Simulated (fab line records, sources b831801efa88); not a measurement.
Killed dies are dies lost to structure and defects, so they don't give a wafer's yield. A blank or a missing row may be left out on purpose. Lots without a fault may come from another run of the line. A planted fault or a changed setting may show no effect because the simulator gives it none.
Chamber matching | flow gf180mcu | GF_V4_ETCH_16 on rie_diel-01: 4 sister chambers
The step etches BARC in N2/H2. 4 wafers are shown with their chamber, then 12 later ones without.

WAFERS WITH THEIR CHAMBER
wafer  | chamber | drypump_motor_current_A (A)
L083.4 | 0       | 6.2
L083.5 | 2       | 6.6
L084.4 | 1       | 5.1
L084.6 | 3       | 6.3

WAFERS WITHOUT THEIR CHAMBER
wafer  | drypump_motor_current_A (A)
L085.1 | 6.3
L085.5 | 6.3
L085.6 | 6.5
L087.1 | 6.2
L087.3 | 5.1
L087.6 | 6.2
L091.2 | 5.1
L091.3 | 6.7
L091.6 | 5.1
L097.3 | 5.1
L097.4 | 6.3
L097.5 | 6.6

WHICH CHAMBER EACH WENT THROUGH
wafer  | from the rows above | in truth
L085.1 | 3                   | 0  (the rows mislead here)
L085.5 | 3                   | 3
L085.6 | 2                   | 2
L087.1 | 0                   | 0
L087.3 | 1                   | 1
L087.6 | 0                   | 0
L091.2 | 1                   | 1
L091.3 | 2                   | 2
L091.6 | 1                   | 1
L097.3 | 1                   | 1
L097.4 | 3                   | 3
L097.5 | 2                   | 2
Placed correctly: 11 of 12. Can't be placed from these rows: 0. Placed wrongly: 1.
How it was worked out, from the rows above alone: a wafer's distance from a chamber is the root of the sum, over the readings, of the square of ((its reading less the chamber's mean) divided by the reading's scatter). The wafer belongs to the nearest chamber; if the next one is less than 2 further off, it can't be placed. A chamber's mean is the mean of its shown wafers. The scatter: with one shown wafer a chamber, the root of the mean of the squares of how far each hidden wafer lies from its nearest shown one.
